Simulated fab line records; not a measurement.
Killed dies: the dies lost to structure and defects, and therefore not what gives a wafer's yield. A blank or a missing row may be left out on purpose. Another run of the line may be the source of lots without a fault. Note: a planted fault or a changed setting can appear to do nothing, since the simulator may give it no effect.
Which of the tools did it?	flow sky130	11 lots with 33 wafers sampled at 6 steps, on a route of 708 steps

== WHAT THE GAUGES READ, wafer by wafer ==
SKY_VIA3_OVL_MEAS_13.
lot	measured	on	VIA3_OVL (nm)
L498	day 40 16:13	overlay-01	-12 -13 -6
L500	day 40 22:01	overlay-01	0 -13 -3
L501	day 40 22:34	overlay-01	-9 -5 -4
L503	day 41 01:13	overlay-01	2 -5 -7
L504	day 41 17:43	overlay-01	-7 -8 -8
L505	day 41 20:49	overlay-02	-2 -4 -8
L508	day 42 12:52	overlay-02	-5 -7 -3
L510	day 43 03:49	overlay-01	-7 -2 -3
L511	day 43 05:19	overlay-02	-4 1 -1
L516	day 45 01:52	overlay-02	-6 -2 -7
L518	day 45 07:46	overlay-01	-5 -3 1

SKY_VIA3_THK_MEAS_23: measures by xrf.
lot	measured	on	VIA3_W_THK (nm)
L498	day 40 17:18	film_metro-03	413 408 411
L500	day 40 23:04	film_metro-01	404 401 401
L501	day 40 23:37	film_metro-04	405 405 397
L503	day 41 02:15	film_metro-01	417 410 407
L504	day 41 18:48	film_metro-04	401 411 407
L505	day 41 21:52	film_metro-03	406 408 415
L508	day 42 13:56	film_metro-01	416 414 404
L510	day 43 04:53	film_metro-03	419 407 410
L511	day 43 06:23	film_metro-03	411 412 411
L516	day 45 07:08	film_metro-01	401 411 408
L518	day 45 08:48	film_metro-03	411 413 411

SKY_CAP2M_RS_MEAS_03: the measuring method here is four-point-probe.
lot	measured	on	CAP2M_TIN_RS (ohm/sq)
L498	day 40 18:15	film_metro-01	6.96 6.97 6.91
L500	day 40 23:47	film_metro-03	6.80 6.79 6.81
L501	day 41 00:19	film_metro-02	6.87 6.92 6.83
L503	day 41 02:57	film_metro-03	6.93 6.96 7.05
L504	day 41 19:30	film_metro-02	6.94 6.93 6.93
L505	day 41 22:40	film_metro-03	6.94 6.97 6.94
L508	day 42 14:40	film_metro-03	6.86 6.92 6.87
L510	day 43 05:35	film_metro-02	6.39 6.34 6.37 6.38 6.35 6.37
L511	day 43 07:05	film_metro-02	6.36 6.42 6.38 6.36 6.43 6.37
L516	day 45 07:53	film_metro-02	6.82 6.91 6.79
L518	day 45 09:33	film_metro-03	6.85 6.88 6.92

SKY_CAP2M_THK_MEAS_04: measures by xrf.
lot	measured	on	CAP2M_TIN_THK (nm)
L498	day 40 18:22	film_metro-01	200.3 199.2 201.8
L500	day 40 23:53	film_metro-03	205.6 204.1 204.1
L501	day 41 00:26	film_metro-02	199.1 197.7 200.3
L503	day 41 03:04	film_metro-03	199.3 198.2 195.1
L504	day 41 19:37	film_metro-02	197.7 197.8 198.0
L505	day 41 22:47	film_metro-03	199.2 197.6 199.9
L508	day 42 14:46	film_metro-03	202.1 201.2 202.8
L510	day 43 09:11	film_metro-02	216.1 216.1 216.6 216.4 217.7 216.9
L511	day 43 08:55	film_metro-02	216.2 214.8 215.6 215.7 214.2 216.1
L516	day 45 08:00	film_metro-02	201.7 199.2 203.0
L518	day 45 09:40	film_metro-03	202.7 202.0 201.6

== EACH LOT AND THE TOOL THAT RAN IT (in order: tool; ch and the chambers of the sampled wafers; start) ==
lot	SKY_CAP2M_CVD_00	SKY_CAP2M_SPUTTER_02
L498	pecvd-04 ch 0,1, day 40 18:02	pvd_sputter-02, day 40 18:07
L500	pecvd-03 ch 0,1, day 40 23:34	pvd_sputter-02, day 40 23:39
L501	pecvd-04 ch 0,2, day 41 00:07	pvd_sputter-04, day 41 00:12
L503	pecvd-04 ch 0,2, day 41 02:46	pvd_sputter-03, day 41 02:50
L504	pecvd-04 ch 0,1,2, day 41 19:19	pvd_sputter-03, day 41 19:23
L505	pecvd-01 ch 0,1, day 41 22:26	pvd_sputter-04, day 41 22:32
L508	pecvd-01 ch 0,1, day 42 14:26	pvd_sputter-02, day 42 14:32
L510	pecvd-04 ch 0,1, day 43 05:23	pvd_sputter-02, day 43 05:28
L511	pecvd-01 ch 0,1,2, day 43 06:54	pvd_sputter-02, day 43 06:59
L516	pecvd-03 ch 0,1,2, day 45 07:41	pvd_sputter-04, day 45 07:46
L518	pecvd-04 ch 0,1, day 45 09:22	pvd_sputter-03, day 45 09:26
- SKY_CAP2M_CVD_00: deposits SiO2, target thk 15.5 nm.
- SKY_CAP2M_SPUTTER_02: material TiN, target thk 200 nm, time 166.7 s.

== AS READ BY THE TOOLS THEMSELVES (means over the sampled wafers that have a number; for cases with no such wafer, the mark the record gives instead) ==
SKY_CAP2M_CVD_00.
lot	tool	heater_power_w (W)
L498	pecvd-04	664
L500	pecvd-03	778
L501	pecvd-04	682
L503	pecvd-04	673
L504	pecvd-04	650
L505	pecvd-01	756
L508	pecvd-01	667
L510	pecvd-04	708
L511	pecvd-01	702
L516	pecvd-03	828
L518	pecvd-04	732

SKY_CAP2M_SPUTTER_02.
lot	tool	throttle_valve_pct (%)
L498	pvd_sputter-02	30.2
L500	pvd_sputter-02	30.0
L501	pvd_sputter-04	29.9
L503	pvd_sputter-03	29.2
L504	pvd_sputter-03	29.5
L505	pvd_sputter-04	29.7
L508	pvd_sputter-02	30.0
L510	pvd_sputter-02	30.1
L511	pvd_sputter-02	30.5
L516	pvd_sputter-04	29.0
L518	pvd_sputter-03	31.1

== THE ANSWER, worked out from the rows above alone ==
Rule: the usual values come from the lots themselves. Put in order of their means at a reading, lots are off if they are a third of the lots or fewer, leave a main group of 4 or more, and stand apart from it by a gap of 3 or more times the standard deviation of the main group's means; of several such gaps the widest counts. A main group is skipped when, at the precision printed for the reading in the tables above, its means are all equal. A lot without any number at a reading at which 4 lots or more have one is off too. The other lots that the step has rows for count as sound. Order of review: gauges by route order, followed by the tools' own readings, for which a lot's mean as printed above is used. The first step at which some lot is off is used, and at that step the reading that is off furthest; a lot without a number counts as furthest.
Off: at SKY_CAP2M_RS_MEAS_03 (CAP2M_TIN_RS), L510, L511. For the main group the mean is 6.90 ohm/sq and the standard deviation 0.055.
A tool fits if, at a process step before that reading, it ran every lot that is off, and no sound lot after the first of them. The gauges at SKY_CAP2M_RS_MEAS_03 are tried like those tools. One fits: pvd_sputter-02 at SKY_CAP2M_SPUTTER_02. A fault onset in the window from L508 (day 42 14:32, its last sound lot) to L510 (day 43 05:28, its first lot off) fits.

== WHAT THE SIMULATOR HAD PUT IN ==
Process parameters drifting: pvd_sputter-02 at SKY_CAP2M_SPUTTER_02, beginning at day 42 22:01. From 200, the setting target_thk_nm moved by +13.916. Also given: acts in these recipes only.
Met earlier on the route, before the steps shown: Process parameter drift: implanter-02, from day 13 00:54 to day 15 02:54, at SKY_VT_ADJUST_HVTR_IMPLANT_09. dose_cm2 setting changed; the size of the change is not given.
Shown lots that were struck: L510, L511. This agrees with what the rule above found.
